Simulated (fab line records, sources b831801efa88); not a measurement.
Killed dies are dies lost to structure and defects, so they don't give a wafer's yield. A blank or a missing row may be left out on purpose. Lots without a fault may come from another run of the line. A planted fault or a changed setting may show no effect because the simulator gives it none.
Which tool did it? | flow gf180mcu | 7 lots, 21 wafers sampled, at 4 steps of a route of 602

WHAT THE GAUGES READ, wafer by wafer
GF_PASSIVATION_BOW_MEAS_14.
lot  | measured     | on            | PASSIVATION_BOW (um)
L516 | day 30 07:24 | film_metro-02 | 144 140 146
L518 | day 30 12:18 | film_metro-02 | 121 142 137
L521 | day 31 09:53 | film_metro-01 | 127 122 134
L523 | day 31 18:05 | film_metro-01 | 155 141 138
L527 | day 32 19:10 | film_metro-03 | 154 146 149
L533 | day 34 08:50 | film_metro-01 | 140 136 145
L536 | day 34 19:34 | film_metro-02 | 137 127 127

WHICH TOOL RAN EACH LOT (tool, then ch and the chambers of the sampled wafers, then the start)
lot  | GF_TOP_METAL_SPUTTER_04      | GF_TOP_METAL_STRIP_17                | GF_PASSIVATION_ETCH_11
L516 | pvd_sputter-01, day 28 14:31 | plasma_asher-03 ch 0,1, day 29 10:08 | rie_diel-03 ch 0,1,3, day 30 05:34
L518 | pvd_sputter-04, day 28 19:06 | plasma_asher-03 ch 0,1, day 29 13:53 | rie_diel-04 ch 0,3, day 30 10:28
L521 | pvd_sputter-04, day 29 19:25 | plasma_asher-02 ch 0,1, day 30 13:46 | rie_diel-03 ch 0,2,3, day 31 08:01
L523 | pvd_sputter-01, day 30 03:58 | plasma_asher-03 ch 0,1, day 30 22:08 | rie_diel-03 ch 0,2,3, day 31 16:15
L527 | pvd_sputter-04, day 31 06:42 | plasma_asher-02 ch 0,1, day 32 00:10 | rie_diel-04 ch 2,3, day 32 17:19
L533 | pvd_sputter-03, day 33 02:08 | plasma_asher-04 ch 0,1, day 33 17:58 | rie_diel-03 ch 1,2,3, day 34 06:58
L536 | pvd_sputter-03, day 33 14:18 | plasma_asher-03 ch 0,1, day 34 04:15 | rie_diel-01 ch 0,1,2, day 34 17:43
- GF_TOP_METAL_SPUTTER_04: material TiN, target thk 25 nm, time 20.8 s.
- GF_TOP_METAL_STRIP_17: strips in O2/N2.
- GF_PASSIVATION_ETCH_11: etches the open film in CF4/O2, stops on TiN, target depth 1800 nm, time 400 s.

THE ANSWER, worked out from the rows above alone
Rule: what is usual is taken from the lots themselves. Put in order of their means at a reading, lots are off if they are a third of the lots or fewer, leave a main group of 4 or more, and stand apart from it by a gap of 3 or more times the standard deviation of the main group's means; of several such gaps the widest counts. A main group whose means are all the same, to the digits that the tables above print for the reading, isn't used. A lot without any number at a reading at which 4 lots or more have one is off too. The other lots that the step has rows for count as sound.
No lot is off at any reading shown: from this, nothing can be told.

WHAT THE SIMULATOR HAD PUT IN
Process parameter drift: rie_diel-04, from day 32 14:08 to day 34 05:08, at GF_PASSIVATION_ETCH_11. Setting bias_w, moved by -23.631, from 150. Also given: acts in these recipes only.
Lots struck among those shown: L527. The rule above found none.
